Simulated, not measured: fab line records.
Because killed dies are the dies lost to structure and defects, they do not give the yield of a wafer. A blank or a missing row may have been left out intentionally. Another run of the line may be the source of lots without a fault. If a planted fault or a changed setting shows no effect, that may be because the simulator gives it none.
The tool behind it: which one?    flow sky130    30 wafers from 10 lots sampled at 6 of the route's 708 steps

## WHAT EACH GAUGE READ, for each wafer
SKY_CONTACT_THK_MEAS_01. Usual: CONTACT_CVD_00_THK gives 75.5 nm (standard deviation 1).
lot   measured      on             CONTACT_CVD_00_THK (nm)  flag
L386  day 30 23:44  film-metro-03  74.6 76.0 74.5           
L389  day 32 00:46  film-metro-02  74.9 74.6 76.8           
L390  day 32 06:49  film-metro-03  74.8 76.5 76.3           
L391  day 32 12:05  film-metro-03  76.2 76.8 76.3           
L392  day 32 20:04  film-metro-02  75.6 75.7 77.6           
L401  day 35 17:34  film-metro-02  75.4 75.2 76.1           
L402  day 36 02:02  film-metro-02  75.8 76.1 77.0           
L404  day 36 12:27  film-metro-04  74.1 74.5 75.4           
L405  day 37 01:57  film-metro-04  75.0 75.4 76.1           
L406  day 37 06:50  film-metro-04  73.8 74.4 75.8           

SKY_CONTACT_THK_MEAS_03. Usual: CONTACT_HDPCVD_THK gives 568 nm (standard deviation 6).
lot   measured      on             CONTACT_HDPCVD_THK (nm)  flag
L386  day 30 23:52  film-metro-02  560 571 563              
L389  day 32 00:53  film-metro-02  559 562 564              
L390  day 32 06:57  film-metro-02  563 565 568              
L391  day 32 12:13  film-metro-04  567 570 566              
L392  day 32 20:12  film-metro-04  565 563 566              
L401  day 35 17:41  film-metro-04  566 569 564              
L402  day 36 02:10  film-metro-04  568 566 568              
L404  day 36 12:35  film-metro-02  569 575 568              
L405  day 37 02:05  film-metro-02  568 576 572              
L406  day 37 06:58  film-metro-02  564 568 565              

SKY_CONTACT_CD_MEAS_14 targets a cd of 170 nm. Usual: cd-nm reads 170.1 nm (standard deviation 1.6).
lot   measured      on         cd-nm (nm)         flag
L386  day 32 04:35  cd-sem-02  172.1 170.4 171.3  
L389  day 33 04:19  cd-sem-02  170.4 169.6 170.7  
L390  day 33 10:46  cd-sem-01  170.0 171.6 168.9  
L391  day 33 15:28  cd-sem-01  167.6 168.4 168.4  
L392  day 33 23:56  cd-sem-02  167.7 167.1 166.3  
L401  day 36 19:39  cd-sem-02  170.7 170.8 170.3  
L402  day 37 04:43  cd-sem-02  170.2 169.6 170.0  
L404  day 37 14:27  cd-sem-01  168.1 170.9 169.3  
L405  day 38 04:18  cd-sem-01  170.3 171.7 170.7  
L406  day 38 09:04  cd-sem-02  169.1 169.2 170.0  

SKY_METAL1_RS_MEAS_05: a four-point-probe measurement. Usual: METAL1_ALCU_RS gives 0.1271 ohm/sq (standard deviation 0.0013).
lot   measured      on             METAL1_ALCU_RS (ohm/sq)  flag
L386  day 32 06:16  film-metro-01  0.1262 0.1264 0.1247     
L389  day 33 05:59  film-metro-02  0.1278 0.0957 0.0953     OFF
L390  day 33 12:28  film-metro-04  0.0955 0.0961 0.1278     OFF
L391  day 33 17:10  film-metro-02  0.0965 0.1291 0.1286     OFF
L392  day 34 01:37  film-metro-04  0.1291 0.1291 0.1293     
L401  day 36 21:19  film-metro-04  0.1257 0.1247 0.1268     
L402  day 37 06:26  film-metro-01  0.1281 0.1270 0.1275     
L404  day 37 16:08  film-metro-02  0.1280 0.1271 0.1274     
L405  day 38 05:58  film-metro-01  0.1287 0.1289 0.1284     
L406  day 38 10:47  film-metro-02  0.1276 0.1270 0.1262     

SKY_METAL1_THK_MEAS_06: measures by xrf. Usual: METAL1_ALCU_THK gives 251.4 nm (standard deviation 2.7).
lot   measured      on             METAL1_ALCU_THK (nm)  flag
L386  day 32 06:22  film-metro-01  255.2 255.9 258.8     
L389  day 33 06:07  film-metro-02  250.0 331.3 329.9     OFF
L390  day 33 12:35  film-metro-04  331.1 329.6 249.3     OFF
L391  day 33 17:15  film-metro-02  327.5 247.4 249.4     OFF
L392  day 34 01:43  film-metro-04  247.2 247.3 247.3     
L401  day 36 21:26  film-metro-04  253.4 255.8 252.4     
L402  day 37 06:32  film-metro-01  248.9 250.3 250.6     
L404  day 37 16:15  film-metro-02  249.5 250.5 248.7     
L405  day 38 06:05  film-metro-01  250.3 249.5 249.3     
L406  day 38 10:54  film-metro-02  251.0 252.4 251.6     

## TOOL THAT RAN EACH LOT (tool first, then ch and the chambers of the sampled wafers, then the start)
lot   SKY_METAL1_SPUTTER_02
L386  pvd-sputter-03, day 32 06:08
L389  pvd-sputter-03, day 33 05:54
L390  pvd-sputter-03, day 33 12:22
L391  pvd-sputter-03, day 33 17:01
L392  pvd-sputter-01, day 34 01:30
L401  pvd-sputter-02, day 36 21:14
L402  pvd-sputter-03, day 37 06:19
L404  pvd-sputter-01, day 37 16:02
L405  pvd-sputter-03, day 38 05:53
L406  pvd-sputter-03, day 38 10:41
- SKY_METAL1_SPUTTER_02: material AlCu, target thk 250 nm, time 13.3 s.

## WHAT THE TOOLS THEMSELVES READ (means of the sampled wafers that have a number; where no wafer has one, the mark that the record gives instead)
SKY_METAL1_SPUTTER_02. Usual: cathode-dc-power-W 10600 W, standard deviation 1.8; throttle-valve-pct 30.5 %, standard deviation 1.1.
lot   tool            cathode-dc-power-W (W)  throttle-valve-pct (%)  flag
L386  pvd-sputter-03  10601                   31.8                    
L389  pvd-sputter-03  10599                   30.0                    
L390  pvd-sputter-03  10600                   31.5                    
L391  pvd-sputter-03  10601                   31.9                    
L392  pvd-sputter-01  10599                   29.2                    
L401  pvd-sputter-02  10600                   30.3                    
L402  pvd-sputter-03  10600                   31.0                    
L404  pvd-sputter-01  10601                   30.1                    
L405  pvd-sputter-03  10602                   31.2                    
L406  pvd-sputter-03  10601                   30.4                    

## THE ANSWER, worked out from the rows above alone
Rule: take the mean of a lot's wafers that have a number; if it is more than 3 standard deviations from the usual mean, the lot is off. Also off: a lot with no number at a reading for which 4 or more lots have one. All remaining lots with rows at the step are treated as sound. First the gauges in route order, then the tools' own readings, where a lot's mean is used as printed above. The first step at which some lot is off is used, and at that step the reading that is off furthest; a lot without a number counts as furthest.
Off: L389, L390, L391, at SKY_METAL1_RS_MEAS_05 (METAL1_ALCU_RS).
A tool fits if, at a process step before that reading, it ran every lot that is off, and no sound lot after the first of them. The gauges at SKY_METAL1_RS_MEAS_05 are tried like those tools. Not one of the candidates tried fits.

## WHAT HAD BEEN PUT IN BY THE SIMULATOR
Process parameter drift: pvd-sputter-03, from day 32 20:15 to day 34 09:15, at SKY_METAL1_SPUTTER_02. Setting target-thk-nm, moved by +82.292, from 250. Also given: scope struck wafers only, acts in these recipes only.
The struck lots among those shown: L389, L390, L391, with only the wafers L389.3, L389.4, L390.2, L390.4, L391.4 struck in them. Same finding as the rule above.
